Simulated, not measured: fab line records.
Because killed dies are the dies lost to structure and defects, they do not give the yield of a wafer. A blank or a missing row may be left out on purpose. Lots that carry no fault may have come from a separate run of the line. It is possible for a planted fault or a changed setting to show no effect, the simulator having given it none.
What tool caused it?    flow sky130    Sampling: 12 lots, 36 wafers, 2 of 708 route steps

WHAT THE GAUGES READ, wafer by wafer
SKY_LDD_HVP_TW_MEAS_10.
lot   measured      on             LDD_HVP_TW
L509  day 21 07:08  film_metro-01  453.7 452.0 455.4
L511  day 22 05:56  film_metro-04  450.6 450.3 448.4
L512  day 23 01:31  film_metro-04  453.5 449.9 448.2
L515  day 24 01:28  film_metro-04  451.1 450.2 452.0
L516  day 24 07:44  film_metro-01  453.3 455.8 455.1
L517  day 24 20:57  film_metro-01  453.2 452.7 452.1
L520  day 25 23:19  film_metro-04  453.4 448.1 449.6
L521  day 26 04:19  film_metro-01  456.0 452.4 456.0
L522  day 26 12:01  film_metro-02  452.2 449.0 447.6
L525  day 27 13:52  film_metro-04  461.2 460.7 460.9
L526  day 27 23:33  film_metro-02  452.5 451.0 453.2
L528  day 28 10:00  film_metro-04  457.0 458.4 454.7

WHICH TOOL RAN EACH LOT (tool, then ch and the chambers of the sampled wafers, then the start)
lot   SKY_LDD_HVP_IMPLANT_08
L509  implanter-04 ch 0, day 21 06:55
L511  implanter-04 ch 0, day 22 05:41
L512  implanter-04 ch 0, day 23 01:17
L515  implanter-01 ch 0, day 24 01:14
L516  implanter-03 ch 0, day 24 07:29
L517  implanter-04 ch 0, day 24 20:42
L520  implanter-03 ch 0, day 25 22:58
L521  implanter-01 ch 0, day 26 04:04
L522  implanter-01 ch 0, day 26 11:47
L525  implanter-01 ch 0, day 27 13:37
L526  implanter-03 ch 0, day 27 23:18
L528  implanter-01 ch 0, day 28 09:45
- SKY_LDD_HVP_IMPLANT_08

WHAT THE TOOLS THEMSELVES READ (means of the sampled wafers that have a number; where no wafer has one, the mark that the record gives instead)
SKY_LDD_HVP_IMPLANT_08.
lot   tool          dose_ions_cm2  faraday_current_uA
L509  implanter-04  1.7e+13        94.2
L511  implanter-04  1.7e+13        97.5
L512  implanter-04  1.7e+13        96.5
L515  implanter-01  1.7e+13        95.9
L516  implanter-03  1.7e+13        95.6
L517  implanter-04  1.7e+13        95.1
L520  implanter-03  1.7e+13        97.6
L521  implanter-01  1.7e+13        95.7
L522  implanter-01  1.7e+13        95.9
L525  implanter-01  1.8e+13        100.9
L526  implanter-03  1.7e+13        96.0
L528  implanter-01  1.8e+13        101.5

THE ANSWER, worked out from the rows above alone
Rule: the lots themselves supply what counts as usual. The widest of any qualifying gaps counts: lots, ordered by their means at a reading, are off when they make up no more than a third of the lots, leave a main group of 4 or more, and stand apart from it by 3 or more times the standard deviation of that group's means. The tables above print the reading to a certain number of digits; a main group whose means all agree to those digits is not used. A lot without any number at a reading at which 4 lots or more have one is off too. Any other lot the step has rows for is counted as sound. Order of review: gauges by route order, followed by the tools' own readings, for which a lot's mean as printed above is used. The first step at which some lot is off is used, and at that step the reading that is off furthest; a lot without a number counts as furthest.
Off at SKY_LDD_HVP_IMPLANT_08 (faraday_current_uA): L525, L528. Mean 96.0 and standard deviation 0.97 in the main group.
If a tool, at that step or one of the process steps before it, ran each lot that is off and ran no sound lot following the first of them, it fits. One fits: implanter-01 at SKY_LDD_HVP_IMPLANT_08. Its last sound lot is L522 (day 26 11:47), its first lot that is off L525 (day 27 13:37): a fault that began between those two fits.
The tool's own readings at SKY_LDD_HVP_IMPLANT_08 bear it out: on the lots that are off they differ by more than 5 times the standard deviation of the sound lots' means. dose_ions_cm2 reads 1.8e+13 there against 1.7e+13 on the sound lots; faraday_current_uA reads 101.2 there against 96.0 on the sound lots.

WHAT THE SIMULATOR HAD PUT IN
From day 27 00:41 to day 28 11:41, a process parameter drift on implanter-01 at SKY_LDD_HVP_IMPLANT_08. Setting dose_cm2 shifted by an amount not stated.
Shown lots that were struck: L525, L528. This agrees with what the rule above found.
